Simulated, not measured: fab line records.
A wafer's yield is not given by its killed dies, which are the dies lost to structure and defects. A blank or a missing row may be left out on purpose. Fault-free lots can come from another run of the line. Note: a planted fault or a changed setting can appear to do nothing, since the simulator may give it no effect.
Matching of chambers + flow gf180mcu + GF_STI_CMP_25 on cmp-01 has 4 sister chambers
The step polishes, stops on Si3N4, t overpolish 33 s, target thk 524.6 nm. 7 wafers are shown with their chamber, then 7 later ones without.

## EACH WAFER AND ITS CHAMBER
| wafer  | chamber | motor current A (A) | time to endpoint s (s) |
|--------|---------|---------------------|------------------------|
| L687.2 | 1       | 11.1                | 119                    |
| L690.5 | 1       | 11.5                | 118                    |
| L691.1 | 0       | 11.6                | 115                    |
| L691.3 | 2       | 11.8                | 110                    |
| L691.4 | 3       | 10.0                | 116                    |
| L692.4 | 0       | 12.2                | 123                    |
| L692.5 | 3       | 9.4                 | 124                    |

## WAFERS WITH NO CHAMBER GIVEN
| wafer  | motor current A (A) | time to endpoint s (s) |
|--------|---------------------|------------------------|
| L692.6 | 12.8                | 123                    |
| L696.1 | 11.5                | 120                    |
| L696.4 | 11.5                | 122                    |
| L696.6 | 11.0                | 125                    |
| L697.3 | 10.3                | 126                    |
| L697.4 | 11.3                | 120                    |
| L697.5 | 11.1                | 122                    |

## WHICH CHAMBER EACH ONE RAN IN
| wafer  | from the rows above          | in truth |
|--------|------------------------------|----------|
| L692.6 | can't be placed: 0 or 2 or 1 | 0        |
| L696.1 | can't be placed: 1 or 0 or 2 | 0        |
| L696.4 | can't be placed: 1 or 0 or 2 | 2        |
| L696.6 | can't be placed: 1 or 0 or 3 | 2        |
| L697.3 | can't be placed: 3 or 1      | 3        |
| L697.4 | can't be placed: 1 or 0      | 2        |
| L697.5 | can't be placed: 1 or 0      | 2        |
Placed correctly: 0 of 7. Not placeable from these rows: 7 (in 4, the candidates include the true chamber). 0 placed wrongly.
How it was worked out, from the rows above alone: a wafer's distance from a chamber is the root of the sum, over the readings, of the square of ((its reading less the chamber's mean) divided by the reading's scatter). If the next closest chamber is less than 2 further off than the closest, the wafer can't be placed; otherwise it belongs to the closest. The mean given for a chamber averages the wafers shown for that chamber. How the scatter is found: for the shown wafers, subtract from each reading the mean of its chamber, square and add these, divide the total by (wafers less chambers), then take the root.
